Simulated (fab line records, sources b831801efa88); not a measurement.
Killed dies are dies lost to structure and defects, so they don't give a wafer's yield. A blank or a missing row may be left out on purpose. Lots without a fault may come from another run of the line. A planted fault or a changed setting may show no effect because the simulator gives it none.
Which tool did it? | flow sky130 | 12 lots, 36 wafers sampled, at 3 steps of a route of 708

WHAT THE GAUGES READ, wafer by wafer
SKY_CONTACT_RS_MEAS_25: measures by four-point-probe.
lot  | measured     | on            | CONTACT_W_RS (ohm/sq)
L902 | day 31 05:31 | film_metro-01 | 0.336 0.337 0.339
L903 | day 31 21:41 | film_metro-01 | 0.338 0.340 0.340
L905 | day 32 06:59 | film_metro-02 | 0.334 0.339 0.335
L907 | day 33 05:03 | film_metro-03 | 0.339 0.341 0.338
L908 | day 33 16:34 | film_metro-01 | 0.341 0.338 0.336
L909 | day 33 23:59 | film_metro-01 | 0.338 0.329 0.336
L910 | day 34 10:25 | film_metro-02 | 0.337 0.342 0.332
L912 | day 34 18:01 | film_metro-02 | 0.339 0.344 0.341
L911 | day 34 20:34 | film_metro-01 | 0.338 0.341 0.341
L919 | day 36 21:14 | film_metro-02 | 0.322 0.324 0.328
L920 | day 37 10:19 | film_metro-01 | 0.329 0.324 0.327
L922 | day 37 20:03 | film_metro-02 | 0.338 0.341 0.340

WHICH TOOL RAN EACH LOT (tool, then ch and the chambers of the sampled wafers, then the start)
lot  | SKY_LI_CONTACT_SPUTTER_20    | SKY_CONTACT_CVD_24
L902 | pvd_sputter-02, day 28 17:38 | cvd_w-01 ch 1, day 31 05:19
L903 | pvd_sputter-01, day 29 10:45 | cvd_w-02 ch 0, day 31 21:33
L905 | pvd_sputter-01, day 29 20:25 | cvd_w-01 ch 0,1, day 32 06:52
L907 | pvd_sputter-03, day 30 17:44 | cvd_w-01 ch 0,1, day 33 04:56
L908 | pvd_sputter-02, day 31 06:25 | cvd_w-01 ch 0,1, day 33 16:26
L909 | pvd_sputter-01, day 31 13:46 | cvd_w-02 ch 0,1, day 33 23:51
L910 | pvd_sputter-03, day 31 23:50 | cvd_w-02 ch 0,1, day 34 10:17
L912 | pvd_sputter-01, day 32 08:57 | cvd_w-02 ch 0,1, day 34 17:54
L911 | pvd_sputter-01, day 32 11:41 | cvd_w-01 ch 1, day 34 20:28
L919 | pvd_sputter-03, day 34 13:11 | cvd_w-02 ch 0,1, day 36 21:07
L920 | pvd_sputter-03, day 35 02:28 | cvd_w-02 ch 0, day 37 10:05
L922 | pvd_sputter-02, day 35 12:32 | cvd_w-01 ch 0,1, day 37 19:56
- SKY_LI_CONTACT_SPUTTER_20: material TiN, target thk 20 nm, time 80 s.
- SKY_CONTACT_CVD_24: deposits W, target thk 340 nm, time 102.12 s.

WHAT THE TOOLS THEMSELVES READ (means of the sampled wafers that have a number; where no wafer has one, the mark that the record gives instead)
SKY_LI_CONTACT_SPUTTER_20.
lot  | tool           | throttle_valve_pct (%)
L902 | pvd_sputter-02 | 29.6
L903 | pvd_sputter-01 | 30.4
L905 | pvd_sputter-01 | 30.1
L907 | pvd_sputter-03 | 30.8
L908 | pvd_sputter-02 | 28.6
L909 | pvd_sputter-01 | 30.8
L910 | pvd_sputter-03 | 30.6
L912 | pvd_sputter-01 | 30.4
L911 | pvd_sputter-01 | 30.6
L919 | pvd_sputter-03 | 30.5
L920 | pvd_sputter-03 | 29.9
L922 | pvd_sputter-02 | 28.9

SKY_CONTACT_CVD_24.
lot  | tool     | chamber_pressure_Torr (Torr) | heater_power_outer_w (W) | heater_power_w (W)
L902 | cvd_w-01 | 39.91                        | 518                      | 811
L903 | cvd_w-02 | 40.02                        | 577                      | 961
L905 | cvd_w-01 | 39.99                        | 529                      | 821
L907 | cvd_w-01 | 39.96                        | 526                      | 828
L908 | cvd_w-01 | 40.14                        | 531                      | 826
L909 | cvd_w-02 | 40.12                        | 520                      | 895
L910 | cvd_w-02 | 39.97                        | 477                      | 814
L912 | cvd_w-02 | 39.96                        | 531                      | 894
L911 | cvd_w-01 | 39.97                        | 527                      | 828
L919 | cvd_w-02 | 44.05                        | 519                      | 894
L920 | cvd_w-02 | 43.89                        | 580                      | 977
L922 | cvd_w-01 | 40.13                        | 525                      | 818

THE ANSWER, worked out from the rows above alone
Rule: what is usual is taken from the lots themselves. Put in order of their means at a reading, lots are off if they are a third of the lots or fewer, leave a main group of 4 or more, and stand apart from it by a gap of 3 or more times the standard deviation of the main group's means; of several such gaps the widest counts. A main group whose means are all the same, to the digits that the tables above print for the reading, isn't used. A lot without any number at a reading at which 4 lots or more have one is off too. The other lots that the step has rows for count as sound. The gauges are gone through in route order, then the tools' own readings, and for those a lot's mean is taken as printed above. The first step at which some lot is off is used, and at that step the reading that is off furthest; a lot without a number counts as furthest.
Off: L919, L920, at SKY_CONTACT_RS_MEAS_25 (CONTACT_W_RS). The main group: mean 0.338 ohm/sq, standard deviation 0.002.
A tool fits if, at a process step before that reading, it ran every lot that is off, and no sound lot after the first of them. The gauges at SKY_CONTACT_RS_MEAS_25 aren't tried: what is off there is off at SKY_CONTACT_CVD_24 too, on other tools, and a gauge's error can't cause that. Can't be told from this: 2 tools fit, pvd_sputter-03 at SKY_LI_CONTACT_SPUTTER_20, cvd_w-02 at SKY_CONTACT_CVD_24.

WHAT THE SIMULATOR HAD PUT IN
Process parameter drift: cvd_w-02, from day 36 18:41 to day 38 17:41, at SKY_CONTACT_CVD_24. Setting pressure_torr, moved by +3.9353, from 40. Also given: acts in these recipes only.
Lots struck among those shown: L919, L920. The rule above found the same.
